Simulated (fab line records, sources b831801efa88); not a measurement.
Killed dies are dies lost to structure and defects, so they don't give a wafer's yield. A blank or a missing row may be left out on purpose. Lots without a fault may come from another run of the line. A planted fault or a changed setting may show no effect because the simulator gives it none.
fab line records | flow gf180mcu
record lots=24 wafers=72 last_day=34
route steps=602 shown STI@16 DNWELL@40 V2@404 V3@434 M4@457 V5@557
lots that met no fault: from a run of the same line without faults
start_h: hours from the record's first day to the start of the lot's first wafer shown | wait_h: hours since the lot's step before | " the same as in the row above | L1.1+2: a row that stands for several wafers | - no value, or no start given | * or withheld: withheld | < > ~ a bound
route shown NAME@n: a module of which the file shows steps, and the number in the route of the first | usual: mean/standard deviation of fault-free wafers | same: alike in all rows | chamber/n: place in a boat | sites: the reading at each site | _std_site: their standard deviation | _edge_site: outer sites' mean less inner sites' | radius_mm: how far each site lies from the wafer's centre | mask NAME#n: copy n | behind: the tool/chamber that last shaped the wafer | hold: why the lot was held/for how many hours/how that ended | device: the transistor (n, p or np) that didn't switch | end of line: the same wafers' tests at the end of the route | a step without rows: its recipe alone | killed: dies lost to structure and defects at the first sort, not the wafer's yield | map: a wafer's dies, x killed, . not, _ none there
set.NAME: the setting as run; set.NAME@STEP: as run at that earlier step | model.NAME: the simulator's own value behind a step, which no gauge read
steps of the route over a sample of lots; a table a step, a row a wafer
services: from which hour (start_h, from the record's first day; less than 0 if before it) a tool's chamber was out of use, for how many hours, and why
## steps
# step GF_STI_STRIP_15
# recipe chemistry=O2/N2 power_w=1400 pressure_mtorr=1500 platen_temp_c=250 o2_flow_sccm=3000 n2_flow_sccm=300 overash_fraction=0.5
# usual drypump_motor_current_A=5.6/0.4 heater_power_w=321/38 oes_product_au=0.383/0.0048 strip_time_to_endpoint_s=3.71/0.044
# columns lot.wafer tool chamber start_h wait_h drypump_motor_current_A heater_power_w oes_product_au rf_hours_counter_h strip_time_to_endpoint_s
L074.2 plasma_asher-01 1 28.26 0.0 6.2 288 0.382 42 3.73
L074.3 " 1 " " 6.2 285 0.386 - 3.67
L074.6 " 1 " " 6.2 296 0.383 - 3.65
L075.1 plasma_asher-01 0 30.82 0.0 5.7 379 0.378 43 3.65
L075.5 " 0 " " 5.7 384 0.380 - 3.65
L075.6 " 1 " " 6.2 293 0.381 - 3.71
L076.4 plasma_asher-04 0 37.80 0.1 5.5 277 0.376 - 3.71
L076.5 " 0 " " 5.5 275 0.387 - 3.72
L076.6 " 1 " " 5.3 293 0.383 - 3.72
L077.1 plasma_asher-02 1 42.22 0.0 5.0 295 0.390 20 3.74
L077.3 " 1 " " 5.0 297 0.381 - 3.76
L077.5 " 0 " " 5.6 349 0.382 - 3.71
L078.2 plasma_asher-04 1 45.96 0.0 5.3 304 0.389 40 3.70
L078.5 " 1 " " 5.3 300 0.384 - 3.70
L078.6 " 0 " " 5.5 283 0.387 - 3.78
L079.1 plasma_asher-02 1 51.39 0.0 4.9 299 0.382 21 3.68
L079.2 " 0 " " 5.6 342 0.390 21 3.70
L079.3 " 1 " " 5.0 296 0.381 - 3.75
L080.2 plasma_asher-01 0 56.96 0.0 5.7 389 0.384 45 3.63
L080.4 " 1 " " 6.2 289 0.380 - 3.65
L080.5 " 0 " " 5.7 382 0.373 - 3.69
L081.2 plasma_asher-02 0 61.46 0.0 5.6 353 0.393 22 3.76
L081.3 " 1 " " 5.0 298 0.385 - 3.72
L081.4 " 0 " " 5.6 350 0.380 - 3.77
L082.2 plasma_asher-02 0 66.97 0.0 5.6 344 0.377 23 3.73
L082.5 " 0 " " 5.6 347 0.376 - 3.69
L082.6 " 1 " " 5.0 301 0.383 - 3.68
L083.1 plasma_asher-01 1 71.82 0.0 6.2 287 0.380 47 3.68
L083.3 " 1 " " 6.2 287 0.385 - 3.76
L083.6 " 1 " " 6.2 285 0.380 - 3.69
L084.2 plasma_asher-01 1 77.07 0.0 6.2 283 0.385 48 3.70
L084.3 " 0 " " 5.7 380 0.379 - 3.71
L084.4 " 1 " " 6.2 302 0.390 - 3.63
L085.1 plasma_asher-04 1 83.56 0.0 5.3 306 0.378 43 3.67
L085.2 " 0 " " 5.5 279 0.386 43 3.72
L085.6 " 0 " " 5.5 278 0.384 - 3.70
L086.1 plasma_asher-01 0 87.31 0.0 5.7 376 0.380 49 3.70
L086.3 " 0 " " 5.7 390 0.385 - 3.72
L086.6 " 1 " " 6.2 290 0.387 - 3.75
L087.1 plasma_asher-02 1 91.29 0.0 5.0 295 0.374 25 3.58
L087.2 " 0 " " 5.6 351 0.375 25 3.72
L087.6 " 0 " " 5.6 345 0.371 - 3.63
L088.2 plasma_asher-02 1 98.77 0.0 5.0 299 0.381 26 3.68
L088.5 " 0 " " 5.6 346 0.377 - 3.59
L088.6 " 1 " " 5.0 300 0.385 - 3.70
L089.3 plasma_asher-01 0 102.47 0.1 5.7 391 0.386 - 3.73
L089.4 " 1 " " 6.2 289 0.384 - 3.74
L089.6 " 1 " " 6.2 288 0.385 - 3.72
L090.2 plasma_asher-02 0 108.16 0.0 5.6 341 0.380 27 3.69
L090.3 " 0 " " 5.6 344 0.383 - 3.71
L090.4 " 1 " " 4.9 296 0.377 - 3.69
L091.1 plasma_asher-01 0 114.17 0.0 5.7 380 0.384 52 3.67
L091.4 " 1 " " 6.2 288 0.383 - 3.70
L091.6 " 0 " " 5.7 387 0.385 - 3.76
L092.1 plasma_asher-01 0 118.69 0.0 5.7 386 0.392 53 3.73
L092.3 " 1 " " 6.2 287 0.379 - 3.78
L092.6 " 1 " " 6.2 289 0.386 - 3.78
L093.2 plasma_asher-02 1 122.76 0.0 4.9 292 0.393 29 3.77
L093.5 " 0 " " 5.6 353 0.382 - 3.68
L093.6 " 1 " " 4.9 307 0.385 - 3.69
L094.2 plasma_asher-02 0 128.52 0.0 5.6 348 0.377 29 3.66
L094.3 " 0 " " 5.6 343 0.379 - 3.63
L094.6 " 1 " " 5.0 291 0.384 - 3.65
L095.2 plasma_asher-04 1 133.41 0.0 5.3 316 0.382 2 3.76
L095.3 " 0 " " 5.5 291 0.382 - 3.66
L095.4 " 1 " " 5.3 313 0.376 - 3.74
L096.3 plasma_asher-04 0 138.44 0.1 5.5 282 0.381 - 3.70
L096.4 " 1 " " 5.3 310 0.381 - 3.81
L096.5 " 0 " " 5.5 278 0.380 - 3.75
L097.1 plasma_asher-04 0 144.81 0.0 5.5 276 0.383 3 3.70
L097.3 " 1 " " 5.3 306 0.381 - 3.76
L097.4 " 0 " " 5.5 281 0.379 - 3.69
# step GF_DNWELL_STRIP_08
# recipe chemistry=O2/N2 power_w=1400 pressure_mtorr=1500 platen_temp_c=250 o2_flow_sccm=3000 n2_flow_sccm=300 overash_fraction=0.5
# usual drypump_motor_current_A=5.5/0.4 heater_power_w=318/34 oes_product_au=0.722/0.0042 strip_time_to_endpoint_s=36.93/0.098
# columns lot.wafer tool chamber start_h wait_h drypump_motor_current_A heater_power_w oes_product_au rf_hours_counter_h strip_time_to_endpoint_s
L074.2 plasma_asher-01 0 45.61 0.1 5.8 376 0.732 44 36.96
L074.3 " 0 " " 5.8 394 0.722 - 36.90
L074.6 " 0 " " 5.7 387 0.724 - 36.85
L075.1 plasma_asher-02 1 47.86 0.1 5.0 302 0.716 21 36.91
L075.5 " 0 " " 5.6 345 0.724 - 37.06
L075.6 " 1 " " 4.9 303 0.725 - 36.92
L076.4 plasma_asher-01 1 55.87 0.1 6.2 292 0.727 - 36.92
L076.5 " 0 " " 5.7 382 0.714 - 36.88
L076.6 " 1 " " 6.2 290 0.722 - 36.84
L077.1 plasma_asher-03 1 60.21 0.1 5.8 294 0.724 35 36.87
L077.3 " 1 " " 5.8 283 0.726 - 37.04
L077.5 " 1 " " 5.8 287 0.722 - 37.06
L078.2 plasma_asher-03 1 62.93 0.1 5.9 279 0.721 35 36.80
L078.5 " 0 " " 5.2 303 0.723 - 36.83
L078.6 " 1 " " 5.8 285 0.724 - 36.91
L079.1 plasma_asher-02 1 68.67 0.1 5.0 295 0.726 23 36.83
L079.2 " 0 " " 5.6 354 0.718 23 36.76
L079.3 " 0 " " 5.6 348 0.720 - 36.87
L080.2 plasma_asher-03 0 74.52 0.1 5.2 300 0.728 36 37.08
L080.4 " 1 " " 5.8 288 0.724 - 36.91
L080.5 " 0 " " 5.2 305 0.716 - 37.01
L081.2 plasma_asher-01 0 79.01 0.1 5.8 390 0.721 48 36.80
L081.3 " 1 " " 6.2 286 0.725 - 36.82
L081.4 " 0 " " 5.7 386 0.728 - 36.77
L082.2 plasma_asher-03 0 85.16 0.1 5.2 295 0.718 38 36.79
L082.5 " 1 " " 5.8 282 0.724 - 36.84
L082.6 " 0 " " 5.2 301 0.728 - 36.83
L083.1 plasma_asher-02 1 89.27 0.1 5.0 314 0.719 25 37.02
L083.3 " 1 " " 5.0 303 0.720 - 36.93
L083.6 " 1 " " 5.0 299 0.728 - 36.99
L084.2 plasma_asher-02 1 96.58 0.1 5.0 298 0.721 26 37.02
L084.3 " 0 " " 5.6 358 0.722 - 37.09
L084.4 " 1 " " 5.0 298 0.719 - 37.07
L085.1 plasma_asher-02 1 102.01 0.1 5.0 297 0.722 26 36.83
L085.2 " 0 " " 5.6 358 0.717 26 36.88
L085.6 " 1 " " 5.0 300 0.724 - 36.94
L086.1 plasma_asher-02 1 105.88 0.1 5.0 296 0.717 27 36.69
L086.3 " 1 " " 5.0 298 0.719 - 36.92
L086.6 " 1 " " 5.0 296 0.720 - 37.01
L087.1 plasma_asher-03 0 112.01 0.1 5.2 306 0.720 39 37.02
L087.2 " 1 " " 5.9 286 0.722 39 37.01
L087.6 " 1 " " 5.9 279 0.722 - 36.79
L088.2 plasma_asher-02 0 117.81 0.1 5.6 336 0.719 28 37.11
L088.5 " 0 " " 5.6 346 0.722 - 36.93
L088.6 " 1 " " 5.0 294 0.716 - 36.88
L089.3 plasma_asher-03 1 122.15 0.1 5.8 282 0.721 - 36.97
L089.4 " 0 " " 5.2 304 0.720 - 37.03
L089.6 " 1 " " 5.8 288 0.725 - 36.89
L090.2 plasma_asher-02 1 127.88 0.1 4.9 306 0.724 29 37.07
L090.3 " 0 " " 5.6 339 0.719 - 37.15
L090.4 " 1 " " 5.0 295 0.721 - 37.09
L091.1 plasma_asher-02 0 133.26 0.1 5.6 351 0.718 30 36.80
L091.4 " 1 " " 5.0 303 0.723 - 36.88
L091.6 " 1 " " 5.0 297 0.719 - 36.81
L092.1 plasma_asher-02 1 137.61 0.1 5.0 297 0.723 30 36.75
L092.3 " 1 " " 5.0 298 0.724 - 36.87
L092.6 " 1 " " 5.0 298 0.721 - 36.90
L093.2 plasma_asher-03 1 142.76 0.1 5.9 289 0.715 43 37.02
L093.5 " 1 " " 5.8 290 0.724 - 36.99
L093.6 " 0 " " 5.2 310 0.725 - 36.88
L094.2 plasma_asher-01 0 149.18 0.1 5.7 392 0.717 56 36.85
L094.3 " 0 " " 5.7 383 0.725 - 36.84
L094.6 " 1 " " 6.2 291 0.719 - 36.88
L095.2 plasma_asher-01 1 152.63 0.1 6.2 297 0.726 56 36.99
L095.3 " 1 " " 6.2 296 0.726 - 36.92
L095.4 " 0 " " 5.7 389 0.718 - 37.01
L096.3 plasma_asher-01 0 158.20 0.1 5.7 381 0.733 - 36.95
L096.4 " 1 " " 6.2 288 0.724 - 36.91
L096.5 " 0 " " 5.7 391 0.719 - 36.96
L097.1 plasma_asher-02 1 166.01 0.1 5.0 295 0.727 33 37.01
L097.3 " 1 " " 5.0 296 0.712 - 37.09
L097.4 " 0 " " 5.6 332 0.729 - 36.90
# step GF_V2_SPUTTER_22
# recipe material=TiN target_thk_nm=10 chamber_pressure_pa=5 power_w=4000 time_s=40
# usual cathode_dc_power_W=4000.1/0.7 throttle_valve_pct=30.2/1.3
# columns lot.wafer tool chamber start_h wait_h cathode_dc_power_W throttle_valve_pct
L074.2 pvd_sputter-02 - 464.92 0.0 3999.6 31.1
L074.3 " - " " 4001.1 29.0
L074.6 " - " " 4000.4 30.1
L075.1 pvd_sputter-02 - 470.56 0.0 3999.4 31.3
L075.5 " - " " 3999.3 30.2
L075.6 " - " " 3999.7 29.0
L076.4 pvd_sputter-02 - 488.90 0.0 4000.4 30.8
L076.5 " - " " 4000.7 29.0
L076.6 " - " " 4001.1 30.0
L077.1 pvd_sputter-02 - 496.64 0.0 3999.8 29.3
L077.3 " - " " 4000.7 29.3
L077.5 " - " " 3999.3 29.5
L079.1 pvd_sputter-04 - 508.11 0.0 3999.3 28.0
L079.2 " - " " 3998.6 32.4
L079.3 " - " " 4000.5 31.2
L078.2 pvd_sputter-04 - 511.85 0.0 4000.0 31.5
L078.5 " - " " 3998.9 27.8
L078.6 " - " " 3999.9 32.2
L080.2 pvd_sputter-01 - 519.83 0.0 4001.5 30.7
L080.4 " - " " 4000.2 30.8
L080.5 " - " " 3999.3 31.1
L081.2 pvd_sputter-04 - 528.95 0.0 4001.5 32.4
L081.3 " - " " 3999.6 27.9
L081.4 " - " " 4000.7 31.3
L082.2 pvd_sputter-04 - 541.29 0.0 3999.2 32.3
L082.5 " - " " 4000.3 32.3
L082.6 " - " " 3999.9 29.6
L083.1 pvd_sputter-01 - 547.79 0.0 4001.3 31.5
L083.3 " - " " 3999.7 28.8
L083.6 " - " " 4000.3 29.2
L084.2 pvd_sputter-01 - 555.66 0.0 4000.8 31.5
L084.3 " - " " 4000.4 29.1
L084.4 " - " " 4001.0 30.2
L085.1 pvd_sputter-02 - 562.87 0.0 4000.9 29.1
L085.2 " - " " 3999.3 30.1
L085.6 " - " " 4000.1 31.2
L086.1 pvd_sputter-04 - 569.91 0.0 4001.0 32.1
L086.3 " - " " 3999.9 31.2
L086.6 " - " " 4000.4 29.4
L087.1 pvd_sputter-02 - 575.44 0.0 4000.8 31.1
L087.2 " - " " 3998.8 30.2
L087.6 " - " " 3999.8 29.0
L088.2 pvd_sputter-04 - 582.09 0.0 3999.3 32.2
L088.5 " - " " 3999.9 28.2
L088.6 " - " " 4000.5 32.4
L089.3 pvd_sputter-02 - 589.94 0.0 4000.6 29.3
L089.4 " - " " 3999.7 31.2
L089.6 " - " " 3999.5 29.2
L090.2 pvd_sputter-02 - 599.79 0.0 3999.5 31.1
L090.3 " - " " 3999.9 30.0
L090.4 " - " " 3999.5 29.4
L091.1 pvd_sputter-01 - 608.61 0.0 3998.5 29.4
L091.4 " - " " 4000.6 30.4
L091.6 " - " " 3998.6 31.6
L092.1 pvd_sputter-04 - 613.81 0.0 4000.3 29.6
L092.3 " - " " 4001.2 32.2
L092.6 " - " " 3999.5 28.3
L093.2 pvd_sputter-04 - 618.07 0.0 4000.0 31.6
L093.5 " - " " 4001.0 27.8
L093.6 " - " " 4000.0 32.3
L094.2 pvd_sputter-04 - 625.94 0.0 3999.6 31.3
L094.3 " - " " 4000.6 29.9
L094.6 " - " " 4000.2 32.4
L095.2 pvd_sputter-02 - 635.59 0.0 4000.5 30.2
L095.3 " - " " 3998.8 29.0
L095.4 " - " " 4000.1 30.8
L096.3 pvd_sputter-02 - 640.00 0.0 3998.6 29.3
L096.4 " - " " 4000.0 29.4
L096.5 " - " " 4000.0 29.2
L097.1 pvd_sputter-04 - 649.74 0.0 3999.0 28.0
L097.3 " - " " 4000.5 29.5
L097.4 " - " " 3999.4 31.5
# step GF_V3_BOW_MEAS_05
# recipe mode=bow
# usual V3_BOW=118/8
# columns lot.wafer tool chamber start_h wait_h V3_BOW[um]
L074.2 film_metro-03 - 492.11 0.2 125
L074.3 " - " " 119
L074.6 " - " " 115
L075.1 film_metro-01 - 497.48 0.1 115
L075.5 " - " " 112
L075.6 " - " " 115
L076.4 film_metro-04 - 515.53 0.3 117
L076.5 " - " " 113
L076.6 " - " " 115
L077.1 film_metro-01 - 522.65 0.2 100
L077.3 " - " " 124
L077.5 " - " " 107
L079.1 film_metro-03 - 533.97 0.2 109
L079.2 " - " " 110
L079.3 " - " " 116
L078.2 film_metro-03 - 537.70 0.2 127
L078.5 " - " " 119
L078.6 " - " " 122
L080.2 film_metro-03 - 545.49 0.1 115
L080.4 " - " " 120
L080.5 " - " " 113
L081.2 film_metro-01 - 554.12 0.2 112
L081.3 " - " " 118
L081.4 " - " " 119
L082.2 film_metro-03 - 565.49 0.1 118
L082.5 " - " " 114
L082.6 " - " " 124
L083.1 film_metro-04 - 572.25 0.2 126
L083.3 " - " " 131
L083.6 " - " " 123
L084.2 film_metro-04 - 580.12 0.1 114
L084.3 " - " " 119
L084.4 " - " " 127
L085.1 film_metro-03 - 587.42 0.2 116
L085.2 " - " " 138
L085.6 " - " " 126
L086.1 film_metro-04 - 593.22 0.2 117
L086.3 " - " " 121
L086.6 " - " " 110
L087.1 film_metro-04 - 598.85 0.2 119
L087.2 " - " " 117
L087.6 " - " " 108
L088.2 film_metro-04 - 605.41 0.2 102
L088.5 " - " " 98
L088.6 " - " " 116
L089.3 film_metro-03 - 612.94 0.2 137
L089.4 " - " " 125
L089.6 " - " " 128
L090.2 film_metro-03 - 623.17 0.2 120
L090.3 " - " " 128
L090.4 " - " " 125
L091.1 film_metro-03 - 629.94 0.1 123
L091.4 " - " " 106
L091.6 " - " " 118
L092.1 film_metro-03 - 636.24 0.1 106
L092.3 " - " " 118
L092.6 " - " " 121
L093.2 film_metro-04 - 640.16 0.3 109
L093.5 " - " " 115
L093.6 " - " " 115
L094.2 film_metro-03 - 648.53 0.1 112
L094.3 " - " " 117
L094.6 " - " " 114
L095.2 film_metro-04 - 657.12 0.2 134
L095.3 " - " " 119
L095.4 " - " " 121
L096.3 film_metro-03 - 661.92 0.1 115
L096.4 " - " " 114
L096.5 " - " " 123
L097.1 film_metro-04 - 671.54 0.2 132
L097.3 " - " " 124
L097.4 " - " " 135
# step GF_M4_SPUTTER_01
# recipe material=TiN target_thk_nm=30 power_w=6500 time_s=25 chamber_pressure_pa=0.4
# usual cathode_dc_power_W=6500.1/1.1 throttle_valve_pct=30.4/0.81
# columns lot.wafer tool chamber start_h wait_h cathode_dc_power_W throttle_valve_pct
L074.2 pvd_sputter-02 - 518.13 0.1 6500.5 29.0
L074.3 " - " " 6501.0 30.2
L074.6 " - " " 6499.1 31.0
L075.1 pvd_sputter-01 - 523.13 0.1 6499.7 30.1
L075.5 " - " " 6498.8 30.9
L075.6 " - " " 6500.6 31.3
L076.4 pvd_sputter-01 - 541.03 0.1 6499.9 29.1
L076.5 " - " " 6498.6 31.4
L076.6 " - " " 6498.8 30.6
L077.1 pvd_sputter-02 - 547.30 0.1 6500.3 29.3
L077.3 " - " " 6501.0 29.1
L077.5 " - " " 6501.2 29.0
L079.1 pvd_sputter-01 - 558.77 0.1 6500.1 28.9
L079.2 " - " " 6499.7 31.4
L079.3 " - " " 6501.3 30.3
L078.2 pvd_sputter-03 - 562.47 0.1 6500.3 31.0
L078.5 " - " " 6500.3 30.4
L078.6 " - " " 6500.5 31.1
L080.2 pvd_sputter-01 - 569.50 0.1 6501.0 30.2
L080.4 " - " " 6500.4 31.0
L080.5 " - " " 6499.7 30.9
L081.2 pvd_sputter-01 - 577.43 0.1 6500.4 30.8
L081.3 " - " " 6498.9 30.2
L081.4 " - " " 6500.8 31.8
L082.2 pvd_sputter-01 - 588.80 0.1 6500.3 29.3
L082.5 " - " " 6499.9 29.4
L082.6 " - " " 6498.8 31.6
L083.1 pvd_sputter-01 - 595.40 0.1 6500.9 30.8
L083.3 " - " " 6500.4 29.3
L083.6 " - " " 6500.2 31.6
L084.2 pvd_sputter-01 - 602.37 0.1 6498.9 31.5
L084.3 " - " " 6501.7 30.9
L084.4 " - " " 6500.0 30.3
L085.1 pvd_sputter-03 - 609.97 0.1 6499.9 30.8
L085.2 " - " " 6499.6 29.7
L085.6 " - " " 6498.8 31.1
L086.1 pvd_sputter-01 - 616.46 0.1 6500.4 30.8
L086.3 " - " " 6499.8 30.2
L086.6 " - " " 6501.0 29.3
L087.1 pvd_sputter-03 - 621.78 0.1 6500.9 31.0
L087.2 " - " " 6501.7 30.2
L087.6 " - " " 6499.0 30.8
L088.2 pvd_sputter-03 - 627.32 0.1 6500.7 29.8
L088.5 " - " " 6498.1 31.2
L088.6 " - " " 6501.0 30.6
L089.3 pvd_sputter-03 - 634.54 0.1 6498.2 29.7
L089.4 " - " " 6500.0 30.9
L089.6 " - " " 6502.7 31.2
L090.2 pvd_sputter-02 - 644.77 0.1 6500.0 29.9
L090.3 " - " " 6500.1 31.1
L090.4 " - " " 6499.8 29.3
L091.1 pvd_sputter-02 - 651.11 0.1 6499.9 31.7
L091.4 " - " " 6498.4 30.1
L091.6 " - " " 6500.4 29.1
L092.1 pvd_sputter-02 - 657.50 0.1 6500.7 30.1
L092.3 " - " " 6497.8 29.2
L092.6 " - " " 6498.9 29.2
L093.2 pvd_sputter-02 - 661.55 0.1 6500.7 29.0
L093.5 " - " " 6500.7 29.0
L093.6 " - " " 6499.5 31.3
L094.2 pvd_sputter-01 - 669.24 0.1 6500.0 29.3
L094.3 " - " " 6500.0 30.9
L094.6 " - " " 6501.5 29.3
L095.2 pvd_sputter-03 - 678.12 0.1 6500.5 31.0
L095.3 " - " " 6501.3 29.9
L095.4 " - " " 6501.5 30.4
L096.3 pvd_sputter-02 - 683.01 0.1 6499.9 29.2
L096.4 " - " " 6498.8 29.6
L096.5 " - " " 6502.0 29.0
L097.1 pvd_sputter-03 - 692.16 0.1 6499.6 31.3
L097.3 " - " " 6499.4 30.3
L097.4 " - " " 6498.6 30.8
# step GF_V5_ETCH_17
# recipe chemistry=C4F8/O2/Ar mask_material=KrF target=SiO2 stop_on=TiN source_w=1500 bias_w=1200 pressure_mtorr=40 c4f8_flow_sccm=withheld O2_flow_sccm=6 Ar_flow_sccm=300 time_s=withheld target_depth_a=8550
# usual oes_product_au=0.859/0.0047
# columns lot.wafer tool chamber start_h wait_h oes_product_au
L074.2 rie_diel-03 3 - - 0.863
L074.3 " 1 " " 0.851
L074.6 " 1 " " 0.853
L075.1 rie_diel-03 2 - - 0.862
L075.5 " 2 " " 0.869
L075.6 " 1 " " 0.848
L076.4 rie_diel-04 3 - - 0.866
L076.5 " 1 " " 0.863
L076.6 " 0 " " 0.868
L077.1 rie_diel-03 3 - - 0.863
L077.3 " 1 " " 0.859
L077.5 " 1 " " 0.862
L079.1 rie_diel-03 3 - - 0.859
L079.2 " 0 " " 0.854
L079.3 " 2 " " 0.849
L078.2 rie_diel-01 3 - - 0.856
L078.5 " 2 " " 0.856
L078.6 " 1 " " 0.853
L080.2 rie_diel-01 1 - - 0.868
L080.4 " 2 " " 0.860
L080.5 " 3 " " 0.860
L081.2 rie_diel-04 0 - - 0.860
L081.3 " 3 " " 0.863
L081.4 " 1 " " 0.860
L082.2 rie_diel-03 0 - - 0.857
L082.5 " 3 " " 0.861
L082.6 " 2 " " 0.861
L083.1 rie_diel-03 1 - - 0.858
L083.3 " 3 " " 0.865
L083.6 " 0 " " 0.865
L084.2 rie_diel-01 1 - - 0.860
L084.3 " 2 " " 0.864
L084.4 " 3 " " 0.860
L085.1 rie_diel-01 0 - - 0.866
L085.2 " 3 " " 0.858
L085.6 " 0 " " 0.867
L086.1 rie_diel-03 2 - - 0.864
L086.3 " 3 " " 0.854
L086.6 " 3 " " 0.863
L087.1 rie_diel-04 1 - - 0.850
L087.2 " 0 " " 0.857
L087.6 " 2 " " 0.865
L088.2 rie_diel-01 2 - - 0.861
L088.5 " 2 " " 0.859
L088.6 " 1 " " 0.864
L089.3 rie_diel-03 1 - - 0.852
L089.4 " 3 " " 0.854
L089.6 " 2 " " 0.859
L090.2 rie_diel-04 3 - - 0.859
L090.3 " 2 " " 0.866
L090.4 " 1 " " 0.864
L091.1 rie_diel-03 0 - - 0.859
L091.4 " 1 " " 0.861
L091.6 " 3 " " 0.862
L092.1 rie_diel-04 1 - - 0.860
L092.3 " 0 " " 0.860
L092.6 " 1 " " 0.861
L093.2 rie_diel-04 1 - - 0.857
L093.5 " 2 " " 0.861
L093.6 " 3 " " 0.861
L094.2 rie_diel-03 3 - - 0.849
L094.3 " 0 " " 0.861
L094.6 " 2 " " 0.861
L095.2 rie_diel-03 3 - - 0.856
L095.3 " 1 " " 0.865
L095.4 " 2 " " 0.857
L096.3 rie_diel-04 2 - - 0.863
L096.4 " 1 " " 0.865
L096.5 " 3 " " 0.855
L097.1 rie_diel-03 2 - - 0.858
L097.3 " 3 " " 0.854
L097.4 " 0 " " 0.862
## services
# columns tool chamber start_h hours kind
pvd_sputter-01 - 76.58 5.0 repair
rie_diel-03 2 229.22 10.2 repair
plasma_asher-02 - 247.49 0.9 repair
pvd_sputter-02 - 250.35 3.9 repair
pvd_sputter-01 - 307.20 1.7 repair
plasma_asher-01 - 337.15 9.8 repair
plasma_asher-02 - 341.20 4.0 repair
plasma_asher-01 - 360.41 15.6 pm
rie_diel-03 - 447.10 2.8 pm
pvd_sputter-01 - 528.56 4.4 repair
plasma_asher-02 - 557.60 2.5 repair
pvd_sputter-01 - 587.82 0.8 repair
plasma_asher-01 - 599.31 29.1 pm
pvd_sputter-01 - 658.73 1.8 repair
pvd_sputter-02 - 690.67 2.6 repair
pvd_sputter-01 - 699.10 2.0 repair
plasma_asher-01 - 733.75 9.0 pm
plasma_asher-02 - 741.98 1.7 repair
pvd_sputter-02 - 743.81 5.6 repair
pvd_sputter-02 - 747.30 6.0 repair
pvd_sputter-02 - 759.79 1.9 repair
pvd_sputter-01 - 763.89 2.9 repair
pvd_sputter-01 - 765.62 4.2 repair
plasma_asher-02 - 771.90 2.6 repair
## key
fault none
